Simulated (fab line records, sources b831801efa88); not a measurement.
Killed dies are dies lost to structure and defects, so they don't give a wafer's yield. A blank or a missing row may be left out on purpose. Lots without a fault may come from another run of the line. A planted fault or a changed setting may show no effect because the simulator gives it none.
Which tool did it? | flow sfq_line | 15 lots, 44 wafers sampled, at 1 step of a route of 325

WHAT THE GAUGES READ, wafer by wafer
The record holds no reading of a measuring or inspecting step that can be judged against a usual standard deviation.

WHICH TOOL RAN EACH LOT (tool, then ch and the chambers of the sampled wafers, then the start)
lot  | SFQ_TRILAYER_L0_VIA_BARC_OPEN_VIA_ETCH_021
L620 | rie_diel-04 ch 1,2,3, day 7 16:30
L621 | rie_diel-02 ch 1,3, day 7 18:10
L622 | rie_diel-04 ch 0,3, day 8 00:10
L623 | rie_diel-02 ch 1,3, day 8 08:34
L625 | rie_diel-03 ch 1,3, day 9 07:21
L626 | rie_diel-02 ch 0,2, day 9 10:57
L627 | rie_diel-02 ch 0,1,2, day 9 15:45
L630 | rie_diel-02 ch 0,2, day 10 06:15
L631 | rie_diel-03 ch 1,3, day 10 11:03
L632 | rie_diel-02 ch 0,2,3, day 10 14:39
L633 | rie_diel-02 ch 0,2,3, day 10 21:51
L637 | rie_diel-03 ch 1,3, day 12 09:58
L640 | rie_diel-03 ch 0,2, day 13 05:55
L641 | rie_diel-03 ch 0,1,3, day 13 11:55
L643 | rie_diel-02 ch 0,1,3, day 14 02:19
- SFQ_TRILAYER_L0_VIA_BARC_OPEN_VIA_ETCH_021: etches BARC in O2, target depth 125 nm, time 41.7 s.

WHAT THE TOOLS THEMSELVES READ (means of the sampled wafers that have a number; where no wafer has one, the mark that the record gives instead)
SFQ_TRILAYER_L0_VIA_BARC_OPEN_VIA_ETCH_021.
lot  | tool        | chamber_pressure_mTorr (mTorr) | drypump_motor_current_A (A) | oes_product_au (a.u.) | run_length_s (s)
L620 | rie_diel-04 | 30.014                         | 5.5                         | 0.685                 | 69.8
L621 | rie_diel-02 | 30.007                         | 5.3                         | 0.689                 | 70.4
L622 | rie_diel-04 | 29.957                         | 5.8                         | 0.684                 | 70.2
L623 | rie_diel-02 | 29.974                         | 5.3                         | 0.685                 | 70.1
L625 | rie_diel-03 | 29.993                         | 4.8                         | 0.683                 | 70.1
L626 | rie_diel-02 | 29.990                         | 5.2                         | 0.683                 | 70.1
L627 | rie_diel-02 | 30.014                         | 5.2                         | 0.683                 | 70.2
L630 | rie_diel-02 | 30.014                         | 5.2                         | 0.665                 | 71.8
L631 | rie_diel-03 | 29.988                         | 4.9                         | 0.683                 | 69.7
L632 | rie_diel-02 | 30.004                         | 5.5                         | 0.672                 | 71.2
L633 | rie_diel-02 | 30.005                         | 5.5                         | 0.666                 | 72.7
L637 | rie_diel-03 | 29.978                         | 4.8                         | 0.687                 | 69.8
L640 | rie_diel-03 | 29.990                         | 6.3                         | 0.687                 | 69.8
L641 | rie_diel-03 | 29.981                         | 5.4                         | 0.683                 | 69.7
L643 | rie_diel-02 | 30.008                         | 5.4                         | 0.690                 | 69.9

THE ANSWER, worked out from the rows above alone
Rule: what is usual is taken from the lots themselves. Put in order of their means at a reading, lots are off if they are a third of the lots or fewer, leave a main group of 4 or more, and stand apart from it by a gap of 3 or more times the standard deviation of the main group's means; of several such gaps the widest counts. A main group whose means are all the same, to the digits that the tables above print for the reading, isn't used. A lot without any number at a reading at which 4 lots or more have one is off too. The other lots that the step has rows for count as sound. The gauges are gone through in route order, then the tools' own readings, and for those a lot's mean is taken as printed above. The first step at which some lot is off is used, and at that step the reading that is off furthest; a lot without a number counts as furthest.
Off: L630, L632, L633, at SFQ_TRILAYER_L0_VIA_BARC_OPEN_VIA_ETCH_021 (oes_product_au). The main group: mean 0.685 a.u., standard deviation 0.0024.
A tool fits if, at that step or a process step before it, it ran every lot that is off, and no sound lot after the first of them. None of those tried fits.

WHAT THE SIMULATOR HAD PUT IN
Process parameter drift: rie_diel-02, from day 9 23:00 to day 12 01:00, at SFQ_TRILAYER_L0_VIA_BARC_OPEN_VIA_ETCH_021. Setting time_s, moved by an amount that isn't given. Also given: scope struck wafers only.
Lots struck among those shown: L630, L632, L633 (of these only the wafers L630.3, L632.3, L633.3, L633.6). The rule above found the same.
